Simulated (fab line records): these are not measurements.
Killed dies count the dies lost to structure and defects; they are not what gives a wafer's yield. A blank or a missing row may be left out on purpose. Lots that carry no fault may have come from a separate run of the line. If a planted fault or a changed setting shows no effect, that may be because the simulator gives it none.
Which of the tools did it? + flow sky130 + Sampling: 7 lots, 20 wafers, 3 of 708 route steps

== WHAT EACH GAUGE READ, for each wafer ==
SKY_GATE_OXIDE_OVL_MEAS_10.
| lot  | measured     | on         | GATE_OXIDE_OVL (nm) |
|------|--------------|------------|---------------------|
| L317 | day 14 18:59 | overlay-02 | 1.9 0.3 1.4         |
| L319 | day 15 09:47 | overlay-02 | 0.1 -0.4 -0.4       |
| L322 | day 16 15:05 | overlay-02 | 0.1 0.1 2.1         |
| L325 | day 17 13:01 | overlay-01 | -1.9 -1.8           |
| L331 | day 19 23:26 | overlay-01 | 1.9 -0.9 0.3        |
| L335 | day 21 09:19 | overlay-02 | 2.1 1.5 1.7         |
| L337 | day 22 08:17 | overlay-02 | 0.5 0.4 2.5         |

== WHICH TOOL RAN EACH LOT (tool, then ch and the chambers of the sampled wafers, then the start) ==
| lot  | SKY_VT_ADJUST_HVTR_STRIP_10          | SKY_GATE_OXIDE_SOFTBAKE_06        |
|------|--------------------------------------|-----------------------------------|
| L317 | plasma asher-02 ch 0,1, day 10 07:17 | litho track-03 ch 0, day 14 05:56 |
| L319 | plasma asher-01 ch 1, day 10 20:42   | litho track-01 ch 0, day 14 20:29 |
| L322 | plasma asher-03 ch 0,1, day 11 22:45 | litho track-03 ch 0, day 16 00:59 |
| L325 | plasma asher-01 ch 0,1, day 12 16:01 | litho track-01 ch 0, day 16 22:30 |
| L331 | plasma asher-03 ch 0,1, day 14 18:40 | litho track-02 ch 0, day 19 08:23 |
| L335 | plasma asher-01 ch 0,1, day 16 04:08 | litho track-02 ch 0, day 20 18:25 |
| L337 | plasma asher-03 ch 0,1, day 17 00:20 | litho track-03 ch 0, day 21 16:20 |
- SKY_VT_ADJUST_HVTR_STRIP_10: strips in O2/N2.
- SKY_GATE_OXIDE_SOFTBAKE_06: time 60 s.

== THE ANSWER, worked out from the rows above alone ==
Rule: what is usual is taken from the lots themselves. The widest of any qualifying gaps counts: lots, ordered by their means at a reading, are off when they make up no more than a third of the lots, leave a main group of 4 or more, and stand apart from it by 3 or more times the standard deviation of that group's means. A main group is skipped when, at the precision printed for the reading in the tables above, its means are all equal. A lot without any number at a reading at which 4 lots or more have one is off too. Any other lot the step has rows for is counted as sound.
None of the lots is off at any reading shown; this tells nothing.

== WHAT THE SIMULATOR HAD PUT IN ==
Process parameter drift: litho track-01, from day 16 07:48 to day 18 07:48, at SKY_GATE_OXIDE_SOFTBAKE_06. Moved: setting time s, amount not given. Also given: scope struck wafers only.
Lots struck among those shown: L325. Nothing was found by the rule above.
